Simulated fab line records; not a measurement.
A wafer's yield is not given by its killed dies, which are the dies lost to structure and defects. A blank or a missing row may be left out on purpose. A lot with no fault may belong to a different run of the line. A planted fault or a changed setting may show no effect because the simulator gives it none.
Struck lot and sound lot, side by side ; flow sky130 ; 15 steps out of a route of 708
Sound: the wafers L497.2, L497.3, L497.5. The struck wafers were L503.2, L503.5, L503.6. Last of all comes the cause.
For every step that has rows: the tool of each side, followed by ch and its chambers, followed by its first start. Under that, the readings that differ: sound wafers ; struck wafers ; difference of the means ; sigmas: that difference in standard deviations of wafers without a fault.
alike: same words and numbers on both sides, and readings whose means sit less than 2 such deviations apart. not compared: any withheld reading, any reading some wafer has no value for, any bound like >300 that may hide the same value, and any number with overlapping values for which the record gives no deviation.
A row with sigmas, a row that says differs or no value, or rows on one side alone: a step with any of these is where the two part. When numbers do not overlap yet have no deviation, they are printed without sigmas and do not part them. Lack of a reading on every wafer of one side parts them only where that side has two or more wafers.

first, 2 steps without rows for these wafers: SKY_LDD_HVP_PEB_05; SKY_LDD_HVP_DEVELOP_06 (develop time 60 s).
SKY_LDD_HVP_OVL_MEAS_07:
  struck on overlay-01, day 27 13:05; sound on overlay-01, day 26 03:59
  alike: LDD_HVP_OVL
after that, 1 step had no rows for these wafers: SKY_LDD_HVP_IMPLANT_08.
SKY_LDD_HVP_STRIP_09: strips in O2/N2.
  sound on plasma asher-04 ch 0, day 26 04:10; struck on plasma asher-03 ch 0,1, day 27 13:16
  alike: drypump motor current A, oes product au, strip time to endpoint s
  not compared: rf hours counter h
SKY_LDD_HVP_TW_MEAS_10:
  struck on film metro-01, day 27 13:22; sound on film metro-02, day 26 04:16
reading;sound;struck;difference;sigmas
LDD_HVP_TW;471 475 473;454 453 454;-19;-2
then, 6 steps without rows for these wafers: SKY_LDD_LDN_DEHYDRATE_00 (time 60 s); SKY_LDD_LDN_HMDS_01 (prime time 60 s); SKY_LDD_LDN_COAT_02 (resist thk 1140 nm); SKY_LDD_LDN_SOFTBAKE_03 (time 60 s); SKY_LDD_LDN_EXPOSE_04 (exposes mask LDNTM, target cd 700 nm); SKY_LDD_LDN_PEB_05.
SKY_LDD_LDN_DEVELOP_06: develop time 60 s.
  sound on litho track-03 ch 0, day 27 09:23; struck on litho track-02 ch 0, day 28 17:14
reading;sound;struck;difference;sigmas
developer temp C (C);22.96 22.85 22.81;22.17 22.13 22.20;-0.71;-7
  alike: chill plate temp C
SKY_LDD_LDN_OVL_MEAS_07:
  struck on overlay-01, day 28 17:22; sound on overlay-01, day 27 09:31
  alike: LDD_LDN_OVL
-- a jump in the record: the struck wafers' starts before and after are 21 days apart (it breaks off in module LDD_LDN and resumes in module PAD_OPEN, where the first step shown is number 708 of the route) --
SKY_PAD_OPEN_PROBE_99:
  struck on prober-02, day 49 16:57; sound on prober-02, day 48 15:41
  alike: killed_at_M0_to_M3, killed_at_M4_up, killed at contacts, killed at front end, killed at other, killed dies, killed open, killed short

== WHERE THEY PART ==
Earliest at SKY_LDD_HVP_TW_MEAS_10; latest, in this record, at SKY_LDD_LDN_DEVELOP_06. Later steps at which nothing parts them and some readings are alike: SKY_LDD_LDN_OVL_MEAS_07, SKY_PAD_OPEN_PROBE_99.

WHY: the cause the simulator had injected
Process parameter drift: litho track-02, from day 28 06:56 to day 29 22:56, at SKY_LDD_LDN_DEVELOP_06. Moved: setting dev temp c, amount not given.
